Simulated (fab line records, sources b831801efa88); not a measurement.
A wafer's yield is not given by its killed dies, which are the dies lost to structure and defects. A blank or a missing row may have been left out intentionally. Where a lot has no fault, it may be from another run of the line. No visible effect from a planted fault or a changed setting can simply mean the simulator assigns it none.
fab line records + flow gf180mcu
[record]
- lots = 7
- wafers = 21
- last-day = 34
route steps=602 shown V5@541
lots that met no fault: from a run of the same line without faults
start-h: hours from the record's opening day to when the first of the lot's shown wafers began + wait-h: how many hours have passed since the lot's step before this one + " the same as in the row above + L1.1+2: a row that stands for several wafers + - no value, or no start was given + * or withheld: withheld + < > ~ a bound
route shown NAME@n: names a module that has steps shown in the file, with the first one's number in the route + usual: the fault-free wafers' mean and standard deviation + same: alike in all rows + chamber/n: place in a boat + sites: per-site readings + _std_site: the standard deviation of these + _edge_site: inner sites' mean taken away from outer sites' mean + radius-mm: for every site, how far away it sits from the centre of the wafer + mask NAME#n: copy n + behind: tool/chamber where the wafer was last shaped + hold: what put the lot on hold/how long, in hours/how the hold closed + device: transistor that didn't switch, given as n, p or np + end of line: tests of these same wafers at the route's end + a step with no rows: only its recipe + killed: dies lost to structure and defects at the first sort, not the wafer's yield + map: the dies of a wafer, with x for killed, . for not killed, _ for no die there
set.NAME: the run value of the setting; set.NAME@STEP: its run value at that earlier step + model.NAME: the simulator's own value behind a step, which no gauge read
lots at selected steps of the route; one table per step, one row per wafer
services: the hour from which a tool's chamber was out of use, counted from the record's first day as start-h (under 0 if before that day), plus the number of hours and why
[[steps]]
[step GF_V5_THK_MEAS_01]
[recipe]
- reads = SiO2_of_V5_CVD_00
[usual]
- V5_CVD_00_THK = 301.0/2.4
| lot.wafer | tool          | chamber | start-h | wait-h | V5_CVD_00_THK[nm] |
|-----------|---------------|---------|---------|--------|-------------------|
| L459.3    | film-metro-03 | -       | 632.42  | 0.0    | 304.6             |
| L459.4    | "             | -       | "       | "      | 304.5             |
| L459.5    | "             | -       | "       | "      | 304.2             |
| L460.2    | film-metro-04 | -       | 649.03  | 0.0    | 305.8             |
| L460.4    | "             | -       | "       | "      | 303.3             |
| L460.6    | "             | -       | "       | "      | 303.2             |
| L461.3    | film-metro-03 | -       | 660.23  | 0.0    | 297.7             |
| L461.4    | "             | -       | "       | "      | 299.8             |
| L461.6    | "             | -       | "       | "      | 300.1             |
| L470.3    | film-metro-04 | -       | 711.12  | 0.0    | 304.5             |
| L470.4    | "             | -       | "       | "      | 302.9             |
| L470.5    | "             | -       | "       | "      | 300.3             |
| L472.2    | film-metro-04 | -       | 723.96  | 0.0    | 298.7             |
| L472.3    | "             | -       | "       | "      | 297.8             |
| L472.6    | "             | -       | "       | "      | 299.4             |
| L476.4    | film-metro-03 | -       | 748.91  | 0.0    | 301.1             |
| L476.5    | "             | -       | "       | "      | 300.3             |
| L476.6    | "             | -       | "       | "      | 298.4             |
| L479.1    | film-metro-03 | -       | 774.73  | 0.0    | 299.8             |
| L479.2    | "             | -       | "       | "      | 301.6             |
| L479.4    | "             | -       | "       | "      | 297.0             |
[step GF_V5_CVD_02]
[recipe]
- material = SiO2
- target-thk-nm = 1450
- precursor = TEOS
- temp-c = 400
- time-s = 163.28
- rf-w = 600
[usual]
- heater-power-w = 636/110
- rf-fwd-power-W = 597.7/1.8
| lot.wafer | tool     | chamber | start-h | wait-h | heater-power-w | rf-fwd-power-W |
|-----------|----------|---------|---------|--------|----------------|----------------|
| L459.3    | pecvd-01 | 0       | 632.46  | 0.0    | 669            | 594.3          |
| L459.4    | "        | 1       | "       | "      | 546            | 598.0          |
| L459.5    | "        | 0       | "       | "      | 520            | 596.1          |
| L460.2    | pecvd-01 | 2       | 649.08  | 0.0    | 719            | 599.0          |
| L460.4    | "        | 2       | "       | "      | 569            | 598.7          |
| L460.6    | "        | 1       | "       | "      | 446            | 600.2          |
| L461.3    | pecvd-01 | 2       | 660.27  | 0.0    | 608            | 597.5          |
| L461.4    | "        | 0       | "       | "      | 514            | 598.2          |
| L461.6    | "        | 2       | "       | "      | 691            | 598.7          |
| L470.3    | pecvd-04 | 0       | 711.16  | 0.0    | 514            | 595.3          |
| L470.4    | "        | 2       | "       | "      | 900            | 601.2          |
| L470.5    | "        | 0       | "       | "      | 602            | 596.8          |
| L472.2    | pecvd-04 | 2       | 724.01  | 0.0    | 874            | 597.8          |
| L472.3    | "        | 0       | "       | "      | 535            | 599.5          |
| L472.6    | "        | 1       | "       | "      | 531            | 597.6          |
| L476.4    | pecvd-02 | 0       | 749.00  | 0.1    | 749            | 602.5          |
| L476.5    | "        | 2       | "       | "      | 486            | 597.4          |
| L476.6    | "        | 1       | "       | "      | 799            | 597.7          |
| L479.1    | pecvd-01 | 1       | 774.79  | 0.1    | 495            | 596.1          |
| L479.2    | "        | 0       | "       | "      | 566            | 598.4          |
| L479.4    | "        | 2       | "       | "      | 718            | 597.0          |
[step GF_V5_THK_MEAS_03]
[recipe]
- reads = SiO2_of_V5_CVD_02
[usual]
- V5_CVD_02_THK = 1445/18
| lot.wafer | tool          | chamber | start-h | wait-h | V5_CVD_02_THK[nm] |
|-----------|---------------|---------|---------|--------|-------------------|
| L459.3    | film-metro-04 | -       | 632.59  | 0.1    | 1459              |
| L459.4    | "             | -       | "       | "      | 1500              |
| L459.5    | "             | -       | "       | "      | 1494              |
| L460.2    | film-metro-04 | -       | 649.19  | 0.1    | 1430              |
| L460.4    | "             | -       | "       | "      | 1439              |
| L460.6    | "             | -       | "       | "      | 1449              |
| L461.3    | film-metro-04 | -       | 660.39  | 0.1    | 1422              |
| L461.4    | "             | -       | "       | "      | 1466              |
| L461.6    | "             | -       | "       | "      | 1447              |
| L470.3    | film-metro-03 | -       | 711.29  | 0.1    | 1427              |
| L470.4    | "             | -       | "       | "      | 1437              |
| L470.5    | "             | -       | "       | "      | 1465              |
| L472.2    | film-metro-03 | -       | 724.12  | 0.1    | 1434              |
| L472.3    | "             | -       | "       | "      | 1438              |
| L472.6    | "             | -       | "       | "      | 1464              |
| L476.4    | film-metro-02 | -       | 749.08  | 0.0    | 1442              |
| L476.5    | "             | -       | "       | "      | 1444              |
| L476.6    | "             | -       | "       | "      | 1433              |
| L479.1    | film-metro-02 | -       | 774.90  | 0.1    | 1439              |
| L479.2    | "             | -       | "       | "      | 1435              |
| L479.4    | "             | -       | "       | "      | 1460              |
[step GF_V5_CMP_04]
[recipe]
- material = SiO2
- down-force-psi = 4
- platen-rpm = 60
- pad-velocity-m-s = 0.94248
[usual]
- motor-current-A = 12.3/0.98
- platen-rpm = 60.00/0.037
- slurry-flow-ml-min = 150.0/0.5
| lot.wafer | tool   | chamber | start-h | wait-h | motor-current-A | platen-rpm | slurry-flow-ml-min |
|-----------|--------|---------|---------|--------|-----------------|------------|--------------------|
| L459.3    | cmp-02 | 1       | 632.63  | 0.0    | 13.1            | 60.02      | 150.4              |
| L459.4    | "      | 0       | "       | "      | 11.4            | 59.95      | 149.3              |
| L459.5    | "      | 2       | "       | "      | 12.4            | 60.02      | 150.4              |
| L460.4    | cmp-01 | 1       | 649.29  | 0.1    | 12.6            | 60.04      | 150.1              |
| L460.2    | "      | 3       | "       | "      | 14.2            | 60.01      | 149.9              |
| L460.6    | "      | 0       | "       | "      | 11.1            | 59.96      | 149.2              |
| L461.3    | cmp-01 | 3       | 660.43  | 0.0    | 13.7            | 59.94      | 149.7              |
| L461.4    | "      | 1       | "       | "      | 12.1            | 60.01      | 150.5              |
| L461.6    | "      | 3       | "       | "      | 14.3            | 60.04      | 149.3              |
| L470.4    | cmp-02 | 2       | 711.43  | 0.1    | 12.2            | 59.98      | 150.4              |
| L470.3    | "      | 3       | "       | "      | 12.0            | 59.99      | 150.3              |
| L470.5    | "      | 0       | "       | "      | 11.6            | 59.99      | 148.5              |
| L472.2    | cmp-02 | 1       | 724.22  | 0.1    | 13.1            | 60.02      | 149.5              |
| L472.3    | "      | 3       | "       | "      | 11.8            | 59.97      | 149.2              |
| L472.6    | "      | 1       | "       | "      | 12.8            | 59.97      | 150.0              |
| L476.4    | cmp-01 | 2       | 749.21  | 0.1    | 11.4            | 60.00      | 150.5              |
| L476.6    | "      | 0       | "       | "      | 11.4            | 59.98      | 149.5              |
| L476.5    | "      | 1       | "       | "      | 12.1            | 60.02      | 149.9              |
| L479.1    | cmp-02 | 1       | 774.96  | 0.1    | 13.2            | 60.08      | 149.9              |
| L479.4    | "      | 2       | "       | "      | 13.3            | 60.00      | 150.3              |
| L479.2    | "      | 3       | "       | "      | 11.6            | 60.03      | 148.8              |
[step GF_V5_BOW_MEAS_05]
[recipe]
- mode = bow
[usual]
- V5_BOW = 135/9.4
| lot.wafer | tool          | chamber | start-h | wait-h | V5_BOW[um] |
|-----------|---------------|---------|---------|--------|------------|
| L459.3    | film-metro-03 | -       | 632.97  | 0.3    | 144        |
| L459.4    | "             | -       | "       | "      | 145        |
| L459.5    | "             | -       | "       | "      | 148        |
| L460.2    | film-metro-03 | -       | 649.56  | 0.1    | 126        |
| L460.4    | "             | -       | "       | "      | 139        |
| L460.6    | "             | -       | "       | "      | 138        |
| L461.3    | film-metro-03 | -       | 660.77  | 0.3    | 149        |
| L461.4    | "             | -       | "       | "      | 140        |
| L461.6    | "             | -       | "       | "      | 141        |
| L470.3    | film-metro-03 | -       | 711.67  | 0.1    | 123        |
| L470.4    | "             | -       | "       | "      | 134        |
| L470.5    | "             | -       | "       | "      | 138        |
| L472.2    | film-metro-02 | -       | 724.49  | 0.2    | 118        |
| L472.3    | "             | -       | "       | "      | 113        |
| L472.6    | "             | -       | "       | "      | 131        |
| L476.4    | film-metro-02 | -       | 749.47  | 0.2    | 128        |
| L476.5    | "             | -       | "       | "      | 141        |
| L476.6    | "             | -       | "       | "      | 128        |
| L479.1    | film-metro-03 | -       | 775.26  | 0.2    | 126        |
| L479.2    | "             | -       | "       | "      | 132        |
| L479.4    | "             | -       | "       | "      | 139        |
[step GF_V5_DEHYDRATE_06]
[recipe]
- temp-c = 200
- time-s = 60
[step GF_V5_HMDS_07]
[recipe]
- prime-time-s = 60
- prime-temp-c = 120
[step GF_V5_COAT_08]
[recipe]
- resist = BARC
- temp-c = withheld
- time-s = withheld
- spin-rpm = withheld
- resist-thk-nm = withheld
[step GF_V5_COAT_09]
[recipe]
- resist = KrF
- spin-rpm = withheld
- resist-thk-nm = 1000
[step GF_V5_SOFTBAKE_10]
[recipe]
- temp-c = 130
- time-s = 60
- resist = KrF
[step GF_V5_EXPOSE_11]
[recipe]
- mask-id = Via5
- target-cd-nm = 260
- na = 0.68
- source-shape = conventional
- sigma-outer = 0.6
- dose-mj = 38.91
[step GF_V5_PEB_12]
[recipe]
- peb-temp-c = 135
- peb-time-s = 90
- resist = KrF
[step GF_V5_DEVELOP_13]
[recipe]
- develop-time-s = 60
- resist = KrF
- dev-temp-c = 21
[usual]
- chill-plate-temp-C = 23.00/0.091
- develop-time-s = 60/0
| lot.wafer | tool           | chamber | start-h | wait-h | chill-plate-temp-C | develop-time-s | model.KrF_of_V5_COAT_09.thk-nm |
|-----------|----------------|---------|---------|--------|--------------------|----------------|--------------------------------|
| L459.3    | litho-track-02 | -       | 653.03  | 0.1    | -                  | -              | 998.2                          |
| L459.4    | "              | -       | "       | "      | -                  | -              | 997.1                          |
| L459.5    | "              | -       | "       | "      | -                  | -              | 998.7                          |
| L460.2    | litho-track-04 | -       | 668.29  | 0.2    | -                  | -              | 998.9                          |
| L460.4    | "              | -       | "       | "      | -                  | -              | 996.4                          |
| L460.6    | "              | -       | "       | "      | -                  | -              | 998.7                          |
| L461.3    | litho-track-02 | -       | 680.23  | 0.1    | -                  | -              | 998.8                          |
| L461.4    | "              | -       | "       | "      | -                  | -              | 1000                           |
| L461.6    | "              | -       | "       | "      | -                  | -              | 998.7                          |
| L470.3    | litho-track-03 | 0       | 729.57  | 0.1    | 23.11              | 60             | 987.9                          |
| L470.4    | "              | 0       | "       | "      | 23.13              | 60             | 985.5                          |
| L470.5    | "              | 0       | "       | "      | 23.08              | 60             | 987.1                          |
| L472.2    | litho-track-04 | 0       | 741.49  | 0.2    | 23.13              | 60             | 986.1                          |
| L472.3    | "              | 0       | "       | "      | 23.03              | 60             | 989.8                          |
| L472.6    | "              | 0       | "       | "      | 22.90              | 60             | 990.4                          |
| L476.4    | litho-track-03 | 0       | 765.85  | 0.1    | 23.01              | 60             | 985.7                          |
| L476.5    | "              | 0       | "       | "      | 22.82              | 60             | 986.2                          |
| L476.6    | "              | 0       | "       | "      | 22.97              | 60             | 987.9                          |
| L479.1    | litho-track-02 | 0       | 790.63  | 0.2    | 22.96              | 60             | 984.3                          |
| L479.2    | "              | 0       | "       | "      | 22.98              | 60             | 983.4                          |
| L479.4    | "              | 0       | "       | "      | 23.11              | 60             | 981.2                          |
[step GF_V5_CD_MEAS_14]
[recipe]
- target-cd-nm = 260
[usual]
- cd-nm = 260.1/1.1
| lot.wafer | tool      | chamber | start-h | wait-h | cd-nm |
|-----------|-----------|---------|---------|--------|-------|
| L459.3    | cd-sem-01 | -       | 653.17  | 0.1    | -     |
| L459.4    | "         | -       | "       | "      | -     |
| L459.5    | "         | -       | "       | "      | -     |
| L460.2    | cd-sem-01 | -       | 668.44  | 0.1    | -     |
| L460.4    | "         | -       | "       | "      | -     |
| L460.6    | "         | -       | "       | "      | -     |
| L461.3    | cd-sem-02 | -       | 680.40  | 0.1    | -     |
| L461.4    | "         | -       | "       | "      | -     |
| L461.6    | "         | -       | "       | "      | -     |
| L470.3    | cd-sem-01 | -       | 729.71  | 0.1    | 260.2 |
| L470.4    | "         | -       | "       | "      | 262.1 |
| L470.5    | "         | -       | "       | "      | 260.7 |
| L472.2    | cd-sem-02 | -       | 741.64  | 0.1    | 260.1 |
| L472.3    | "         | -       | "       | "      | 258.6 |
| L472.6    | "         | -       | "       | "      | 258.9 |
| L476.4    | cd-sem-02 | -       | 765.98  | 0.1    | 258.6 |
| L476.5    | "         | -       | "       | "      | 258.9 |
| L476.6    | "         | -       | "       | "      | 258.4 |
| L479.1    | cd-sem-01 | -       | 790.78  | 0.1    | 260.2 |
| L479.2    | "         | -       | "       | "      | 262.1 |
| L479.4    | "         | -       | "       | "      | 260.3 |
[[services]]
| tool           | chamber | start-h | hours | kind                           |
|----------------|---------|---------|-------|--------------------------------|
| pecvd-02       | 2       | 613.42  | 5.2   | repair                         |
| cmp-02         | -       | 618.27  | 7.1   | pm                             |
| pecvd-01       | -       | 625.16  | 2.0   | repair                         |
| pecvd-04       | 0       | 625.49  | 6.0   | repair                         |
| cmp-02         | -       | 672.04  | 3.1   | repair                         |
| litho-track-04 | -       | 681.40  | -     | consumable-replace:filter      |
| pecvd-01       | -       | 685.04  | 6.0   | pm                             |
| cmp-02         | -       | 686.79  | 1.9   | repair                         |
| pecvd-01       | 2       | 692.13  | 19.1  | repair                         |
| cmp-02         | -       | 715.45  | 0.8   | repair                         |
| cmp-01         | -       | 738.97  | 2.2   | repair                         |
| cmp-01         | -       | 744.00  | 4.0   | pm                             |
| pecvd-04       | -       | 746.71  | 1.3   | repair                         |
| cmp-01         | -       | 748.00  | -     | consumable-replace:conditioner |
| cmp-01         | -       | 748.00  | -     | consumable-replace:pad         |
| cmp-02         | -       | 750.99  | 11.8  | repair                         |
| pecvd-02       | -       | 778.28  | 2.8   | pm                             |
| pecvd-01       | -       | 783.30  | 1.4   | repair                         |
| cmp-01         | -       | 787.75  | 0.5   | repair                         |
| pecvd-04       | -       | 789.18  | 0.6   | repair                         |
| pecvd-02       | -       | 790.58  | 1.4   | repair                         |
[[key]]
[first-sign]
- step = GF_V5_DEVELOP_13
- reading = tool-record
- direction = missing
effect none on later readings
[model-effect]
- step = GF_V5_DEVELOP_13
- value = KrF_of_V5_COAT_09.thk-nm
- without = 983.5
- struck = 998.4
met-at GF_V5_DEVELOP_13
struck-wafers L459.3,L459.4,L459.5,L460.2,L460.4,L460.6,L461.3,L461.4,L461.6
later-rows-left-out L459.3,L459.4,L459.5,L460.2,L460.4,L460.6,L461.3,L461.4,L461.6
sort-left-out L459.3,L459.4,L459.5,L460.2,L460.4,L460.6,L461.3,L461.4,L461.6
[fault]
- kind = skipped-step-whole
- tool = litho-track-02,litho-track-04
- chamber = -
- onset-h = 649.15
- steps = GF_V5_DEVELOP_13
- scope = struck-lots-only
// sort-left-out: the simulated sort isn't trusted on such a fault, so these wafers' sort isn't shown, and their yield isn't known
// later-rows-left-out: the simulator's readings of these wafers behind a module that went badly wrong aren't trusted and aren't shown, but for the sort
